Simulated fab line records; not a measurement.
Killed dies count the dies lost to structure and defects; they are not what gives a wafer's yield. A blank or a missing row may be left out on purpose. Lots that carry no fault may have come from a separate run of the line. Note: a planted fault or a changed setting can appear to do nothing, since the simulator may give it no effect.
fab line records	flow sky130
record lots=6	wafers=18	last-day=50
route steps=708 shown METAL4@622
lots untouched by any fault: they come from a run of this same line in which no faults occurred
start-h: start of the lot's first displayed wafer, in hours after the record's first day	wait-h: hours from the lot's prior step to this one	" unchanged from the row above	L1.1+2: one row covering several wafers at once	- either no value or no given start	* or withheld: withheld	< > ~ a bound
route shown NAME@n: NAME is a module with steps in the file, n the number in the route of the first one	usual: mean/standard deviation taken from wafers without a fault	same: alike in all rows	chamber/n: place in a boat	sites: the reading at each site	_std_site: standard deviation of those values	_edge_site: inner sites' mean taken away from outer sites' mean	radius-mm: for every site, how far away it sits from the centre of the wafer	mask NAME#n: copy n	behind: the tool/chamber that last shaped the wafer	hold: what put the lot on hold/how long, in hours/how the hold closed	device: transistor that didn't switch, given as n, p or np	end of line: at the end of the route, the tests of the same wafers	step lacking rows: just its recipe	killed: at the first sort, the dies lost to defects and structure; wafer yield is something else	map: per-die view of a wafer (x killed, . not killed, _ where there is no die)
set.NAME: the setting the step ran with; set.NAME@STEP: the setting that earlier step ran with	model.NAME: the simulator's own value behind a step, which no gauge read
lots at selected steps of the route; one table per step, one row per wafer
services: a tool's chamber out of use, with start hour (start-h, from the record's first day; less than 0 if before it), hours out, and reason
## steps
# step SKY_METAL4_HMDS_06
# recipe prime-time-s=60	prime-temp-c=120
# step SKY_METAL4_COAT_07
# recipe resist=BARC	temp-c=withheld	time-s=withheld	spin-rpm=3000	resist-thk-nm=60
# step SKY_METAL4_COAT_08
# recipe resist=KrF-thick	spin-rpm=3000	resist-thk-nm=1140
# step SKY_METAL4_SOFTBAKE_09
# recipe temp-c=100	time-s=90	resist=KrF-thick
# step SKY_METAL4_EXPOSE_10
# recipe mask-id=MM4	na=0.68	source-shape=annular	sigma-inner=0.4	sigma-outer=0.8	target-cd-nm=300	dose-mj=28
# step SKY_METAL4_PEB_11
# recipe peb-temp-c=withheld	peb-time-s=withheld	resist=KrF-thick
# step SKY_METAL4_DEVELOP_12
# recipe develop-time-s=60	resist=KrF-thick	dev-temp-c=21
# step SKY_METAL4_CD_MEAS_13
# recipe target-cd-nm=300
# usual cd-nm=300.9/1.4
lot.wafer	tool	chamber	start-h	wait-h	cd-nm
L661.2	cd-sem-01	-	1007.72	-	299.7
L661.3	"	-	"	"	298.8
L661.5	"	-	"	"	298.8
L665.3	cd-sem-02	-	1034.89	-	302.5
L665.5	"	-	"	"	303.0
L665.6	"	-	"	"	301.3
L666.1	cd-sem-02	-	1042.05	-	302.1
L666.3	"	-	"	"	299.9
L666.6	"	-	"	"	301.6
L667.1	cd-sem-01	-	1047.49	-	300.2
L667.2	"	-	"	"	300.6
L667.6	"	-	"	"	301.1
L679.2	cd-sem-01	-	1119.70	-	301.1
L679.3	"	-	"	"	299.9
L679.5	"	-	"	"	300.3
L680.1	cd-sem-02	-	1126.39	-	298.8
L680.3	"	-	"	"	299.0
L680.4	"	-	"	"	299.2
# step SKY_METAL4_OVL_MEAS_14
# usual METAL4_OVL=-3/5.3
lot.wafer	tool	chamber	start-h	wait-h	METAL4_OVL[nm]
L661.2	overlay-02	-	1007.82	0.1	-5
L661.3	"	-	"	"	-9
L661.5	"	-	"	"	-11
L665.3	overlay-02	-	1034.98	0.1	-4
L665.5	"	-	"	"	-5
L665.6	"	-	"	"	0
L666.1	overlay-01	-	1042.17	0.1	-4
L666.3	"	-	"	"	-5
L666.6	"	-	"	"	-7
L667.1	overlay-02	-	1047.61	0.1	-5
L667.2	"	-	"	"	-14
L667.6	"	-	"	"	-6
L679.2	overlay-01	-	1119.81	0.1	-7
L679.3	"	-	"	"	-1
L679.5	"	-	"	"	-7
L680.1	overlay-02	-	1126.51	0.1	-6
L680.3	"	-	"	"	-5
L680.4	"	-	"	"	-8
# step SKY_METAL4_DESCUM_15
# recipe chemistry=O2	source-power-w=150	bias-power-w=0	pressure-mtorr=10	temp-c=40	time-s=8
# usual drypump-motor-current-A=5.5/0.49	oes-product-au=0.996/0.0087
# same bias-power-w=0
lot.wafer	tool	chamber	start-h	wait-h	drypump-motor-current-A	oes-product-au	rf-hours-counter-h
L661.2	rie-metal-01	0	1007.85	0.0	5.6	0.995	8
L661.3	"	0	"	"	5.6	1.000	-
L661.5	"	1	"	"	5.8	0.990	-
L665.3	rie-metal-02	0	1035.01	0.0	4.8	0.993	-
L665.5	"	0	"	"	4.8	0.998	-
L665.6	"	1	"	"	5.7	1.007	-
L666.1	rie-metal-01	1	1042.20	0.0	5.8	0.994	16
L666.3	"	1	"	"	5.8	1.010	-
L666.6	"	0	"	"	5.6	0.999	-
L667.1	rie-metal-01	1	1047.64	0.0	5.8	0.995	16
L667.2	"	0	"	"	5.6	1.003	11
L667.6	"	0	"	"	5.6	0.987	-
L679.2	rie-metal-01	1	1119.84	0.0	5.8	0.995	21
L679.3	"	1	"	"	5.8	1.000	-
L679.5	"	0	"	"	5.6	1.013	-
L680.1	rie-metal-03	0	1126.54	0.0	6.1	0.990	24
L680.3	"	1	"	"	5.0	0.978	-
L680.4	"	0	"	"	6.1	0.982	-
# step SKY_METAL4_ETCH_16
# recipe chemistry=N2/H2	target=BARC	ion-energy-ev=200	bias-w=100	pressure-mtorr=30	n2-flow-sccm=100	h2-flow-sccm=200	icp-w=500	stop-on=SiO2	time-s=88.2	target-depth-a=600
# usual drypump-motor-current-A=5.5/0.49	oes-product-au=0.626/0.0047	throttle-valve-pct=13.205/0.0086
lot.wafer	tool	chamber	start-h	wait-h	drypump-motor-current-A	oes-product-au	rf-hours-counter-h	throttle-valve-pct
L661.2	rie-metal-01	0	1007.88	0.0	5.7	0.630	8	13.210
L661.3	"	0	"	"	5.6	0.620	-	13.214
L661.5	"	1	"	"	5.8	0.632	-	13.203
L665.3	rie-metal-02	0	1035.07	0.0	4.8	0.620	-	13.211
L665.5	"	0	"	"	4.8	0.630	-	13.224
L665.6	"	1	"	"	5.7	0.625	-	13.203
L666.1	rie-metal-01	1	1042.23	0.0	5.8	0.617	16	13.211
L666.3	"	1	"	"	5.8	0.628	-	13.213
L666.6	"	0	"	"	5.6	0.620	-	13.201
L667.1	rie-metal-01	1	1047.68	0.0	5.8	0.631	16	13.210
L667.2	"	0	"	"	5.7	0.628	11	13.207
L667.6	"	0	"	"	5.7	0.632	-	13.190
L679.2	rie-metal-01	1	1119.87	0.0	5.8	0.629	21	13.211
L679.3	"	1	"	"	5.9	0.628	-	13.226
L679.5	"	0	"	"	5.7	0.621	-	13.199
L680.1	rie-metal-03	0	1126.58	0.0	6.1	0.628	24	13.198
L680.3	"	1	"	"	5.0	0.631	-	13.197
L680.4	"	0	"	"	6.1	0.629	-	13.206
# step SKY_METAL4_ETCH_17
# recipe target=SiO2	stop-on=TiN	chemistry=C4F8/O2/Ar	source-w=1500	bias-w=1200	pressure-mtorr=40	c4f8-flow-sccm=withheld	O2_flow_sccm=6	Ar_flow_sccm=300	time-s=3.9	target-depth-a=150
# usual oes-product-au=0.753/0.0076
lot.wafer	tool	chamber	start-h	wait-h	oes-product-au
L661.2	rie-diel-03	3	1007.98	0.1	0.743
L661.3	"	1	"	"	0.751
L661.5	"	3	"	"	0.749
L665.3	rie-diel-02	3	1035.13	0.0	0.740
L665.5	"	3	"	"	0.760
L665.6	"	0	"	"	0.753
L666.1	rie-diel-03	0	1042.33	0.1	0.765
L666.3	"	2	"	"	0.752
L666.6	"	0	"	"	0.763
L667.1	rie-diel-03	3	1047.77	0.1	0.747
L667.2	"	1	"	"	0.758
L667.6	"	3	"	"	0.765
L679.2	rie-diel-03	0	1119.97	0.1	0.738
L679.3	"	1	"	"	0.748
L679.5	"	2	"	"	0.762
L680.1	rie-diel-04	2	1126.67	0.1	0.746
L680.3	"	3	"	"	0.752
L680.4	"	0	"	"	0.748
# step SKY_METAL4_METAL_ETCH_18
# recipe target-depth-a=8450	stop-on=SiO2	over-etch-frac=0.3	time-s=183.1	chemistry=Cl2/BCl3	resist-sidewall-deg=88	pressure-mtorr=10	icp-w=900	bias-w=48.5	Cl2_flow_sccm=60	bcl3-flow-sccm=30
# usual drypump-motor-current-A=5.5/0.51	oes-product-au=0.865/0.0053	over-etch-frac=0.3/0	throttle-valve-pct=22.265/0.0085
lot.wafer	tool	chamber	start-h	wait-h	drypump-motor-current-A	oes-product-au	over-etch-frac	rf-hours-counter-h	throttle-valve-pct	model.KrF-thick_of_METAL4_COAT_08.thk-nm	model.METAL4.cd-nm	model.SiO2_of_VIA3_HDPCVD_00.thk-nm
L661.2	rie-metal-03	1	1008.00	0.0	5.0	0.862	0.3	13	22.275	536.5	295.6	436.9
L661.3	"	0	"	"	6.1	0.874	0.3	-	22.263	536.2	298.2	436.8
L661.5	"	1	"	"	5.1	0.877	0.3	-	22.260	537.7	299.9	435.9
L665.3	rie-metal-01	0	1035.21	0.1	5.6	0.866	0.3	-	22.259	534.1	309.8	436.1
L665.5	"	1	"	"	5.8	0.859	0.3	-	22.274	533.1	304.9	434.2
L665.6	"	0	"	"	5.6	0.863	0.3	-	22.280	527.8	304.5	433.5
L666.1	rie-metal-03	1	1042.35	0.0	5.1	0.866	0.3	16	22.267	538.8	302.6	435.8
L666.3	"	0	"	"	6.1	0.831	0.41823	-	22.274	489.8	296.2	434.8
L666.6	"	1	"	"	5.0	0.862	0.3	-	22.260	536.7	298.5	437.3
L667.1	rie-metal-03	1	1047.79	0.0	5.0	0.868	0.3	16	22.277	545.4	302.8	436.9
L667.2	"	0	"	"	6.1	0.815	0.41823	17	22.263	497	291.9	434.4
L667.6	"	1	"	"	5.0	0.865	0.3	-	22.258	549.9	298.6	436.2
L679.2	rie-metal-03	1	1119.99	0.0	5.0	0.864	0.3	22	22.278	541.2	296.2	435.1
L679.3	"	0	"	"	6.1	0.862	0.3	-	22.263	534.7	300.5	436.1
L679.5	"	1	"	"	5.0	0.876	0.3	-	22.261	539.5	296.9	436.8
L680.1	rie-metal-01	1	1126.69	0.0	5.8	0.857	0.3	21	22.275	530.6	295.8	436.2
L680.3	"	1	"	"	5.8	0.862	0.3	-	22.269	522.1	297.5	435.5
L680.4	"	0	"	"	5.6	0.873	0.3	-	22.276	524.7	303.9	435.5
# step SKY_METAL4_STRIP_19
# recipe chemistry=O2/N2	power-w=1400	pressure-mtorr=1500	platen-temp-c=withheld	o2-flow-sccm=3000	n2-flow-sccm=300	overash-fraction=0.5
# usual drypump-motor-current-A=5.82/0.24	o2-flow-sccm=3002/9.4	oes-product-au=0.505/0.0055	strip-time-to-endpoint-s=6.59/0.073
lot.wafer	tool	chamber	start-h	wait-h	drypump-motor-current-A	o2-flow-sccm	oes-product-au	rf-hours-counter-h	strip-time-to-endpoint-s
L661.2	plasma-asher-03	0	1008.18	0.1	5.50	3003	0.507	88	6.63
L661.3	"	0	"	"	5.47	3009	0.512	-	6.64
L661.5	"	1	"	"	5.60	3007	0.517	-	6.64
L665.3	plasma-asher-02	1	1035.36	0.1	5.72	2997	0.510	-	6.61
L665.5	"	0	"	"	6.05	2998	0.515	-	6.60
L665.6	"	1	"	"	5.71	2990	0.493	-	6.53
L666.1	plasma-asher-02	1	1042.53	0.1	5.71	2999	0.506	31	6.66
L666.3	"	0	"	"	6.10	3005	0.479	-	6.16
L666.6	"	0	"	"	6.07	2995	0.502	-	6.63
L667.1	plasma-asher-04	0	1047.97	0.1	6.20	3015	0.506	117	6.73
L667.2	"	1	"	"	6.07	3021	0.488	117	6.23
L667.6	"	1	"	"	6.07	3016	0.515	-	6.75
L679.2	plasma-asher-02	1	1120.16	0.1	5.72	2999	0.503	39	6.66
L679.3	"	0	"	"	6.09	2997	0.508	-	6.61
L679.5	"	1	"	"	5.69	2990	0.505	-	6.66
L680.1	plasma-asher-02	0	1126.87	0.1	6.07	3011	0.507	40	6.57
L680.3	"	0	"	"	6.08	3003	0.497	-	6.48
L680.4	"	1	"	"	5.71	3008	0.506	-	6.51
# step SKY_METAL4_STRIP_20
# recipe chemistry=post-etch-residue-remover	time-s=1200	temp-c=72.5
## services
tool	chamber	start-h	hours	kind
rie-metal-02	1	985.47	3.7	repair
rie-metal-02	1	989.14	-	clean
rie-metal-02	1	989.14	25.7	scheduled-down
rie-metal-02	1	989.14	25.7	vent-cycle
rie-diel-04	2	998.71	12.8	repair
rie-diel-04	-	1011.29	0.9	repair
plasma-asher-04	-	1013.99	21.8	repair
rie-metal-01	-	1016.30	2.8	pm
rie-diel-02	-	1039.33	0.6	repair
rie-diel-02	3	1049.67	6.0	repair
plasma-asher-04	-	1055.25	9.0	pm
plasma-asher-04	0	1055.25	9.0	vent-cycle
plasma-asher-04	1	1055.25	9.0	vent-cycle
rie-diel-02	2	1055.51	132.0	repair
rie-diel-02	1	1057.29	6.6	repair
plasma-asher-04	0	1064.25	-	clean
plasma-asher-04	1	1064.25	-	clean
rie-diel-04	0	1074.72	2.0	repair
rie-metal-02	0	1091.66	8.4	repair
rie-diel-04	2	1094.67	14.6	repair
plasma-asher-02	-	1102.10	2.7	repair
plasma-asher-03	-	1104.98	28.1	pm
## key
first-sign step=SKY_METAL4_METAL_ETCH_18	reading=over-etch-frac	direction=up	sigmas=99+	usual=0.3	struck=0.41823
effect step=SKY_METAL4_METAL_ETCH_18	reading=oes-product-au	direction=down	sigmas=7.9	usual=0.865	struck=0.823
effect step=SKY_METAL4_STRIP_19	reading=strip-time-to-endpoint-s	direction=down	sigmas=5.4	usual=*	struck=*
model-effect step=SKY_METAL4_METAL_ETCH_18	value=KrF-thick_of_METAL4_COAT_08.thk-nm	without=542.1	struck=493.4
met-at SKY_METAL4_METAL_ETCH_18
struck-wafers L666.3,L667.2
onset-between 1008.00 1042.35
fault kind=process-parameter-drift	tool=rie-metal-03	chamber=0	onset-h=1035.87	steps=SKY_METAL4_METAL_ETCH_18	channel=over-etch-frac	offset=0.11823	shape=step	end-h=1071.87	acts-in=these-recipes-only	stated=0.3
